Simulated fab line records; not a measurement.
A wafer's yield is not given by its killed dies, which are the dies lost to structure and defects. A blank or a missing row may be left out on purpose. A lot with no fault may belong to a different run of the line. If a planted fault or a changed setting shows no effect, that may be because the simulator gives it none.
What tool caused it? | flow sky130 | Sampling: 7 lots, 21 wafers, 2 of 708 route steps

WHAT THE GAUGES READ, wafer by wafer
SKY_LDD_HVN_OVL_MEAS_07.
lot  | measured     | on         | LDD_HVN_OVL (nm)
L596 | day 21 03:27 | overlay-02 | 0.3 -0.7 -1.0
L604 | day 23 18:59 | overlay-02 | -0.3 1.4 0.2
L609 | day 25 20:52 | overlay-02 | 0.2 1.4 1.5
L612 | day 26 14:46 | overlay-02 | -0.8 -0.5 0.9
L614 | day 27 09:28 | overlay-01 | -0.3 0.8 0.8
L616 | day 27 22:34 | overlay-02 | -0.1 -1.2 1.4
L618 | day 28 09:40 | overlay-01 | -0.7 -0.2 2.4

WHAT TOOL EACH LOT RAN ON (gives the tool, then ch and the chambers of the sampled wafers, and finally the start)
lot  | SKY_LDD_HVN_COAT_02
L596 | litho_track-02 ch 0, day 20 12:19
L604 | litho_track-02 ch 0, day 23 04:04
L609 | litho_track-03 ch 0, day 25 06:20
L612 | litho_track-02 ch 0, day 26 00:23
L614 | litho_track-03 ch 0, day 26 18:44
L616 | litho_track-04 ch 0, day 27 08:15
L618 | litho_track-02 ch 0, day 27 19:34
- SKY_LDD_HVN_COAT_02: resist thk 300 nm.

THE ANSWER, worked out from the rows above alone
Rule: what is usual is taken from the lots themselves. Put in order of their means at a reading, lots are off if they are a third of the lots or fewer, leave a main group of 4 or more, and stand apart from it by a gap of 3 or more times the standard deviation of the main group's means; of several such gaps the widest counts. If all means in a main group match to the digits the tables above print for the reading, that group is not used. A lot without any number at a reading at which 4 lots or more have one is off too. Any other lot the step has rows for is counted as sound.
No lot is off at any reading shown: from this, nothing can be told.

WHAT THE SIMULATOR HAD INSERTED
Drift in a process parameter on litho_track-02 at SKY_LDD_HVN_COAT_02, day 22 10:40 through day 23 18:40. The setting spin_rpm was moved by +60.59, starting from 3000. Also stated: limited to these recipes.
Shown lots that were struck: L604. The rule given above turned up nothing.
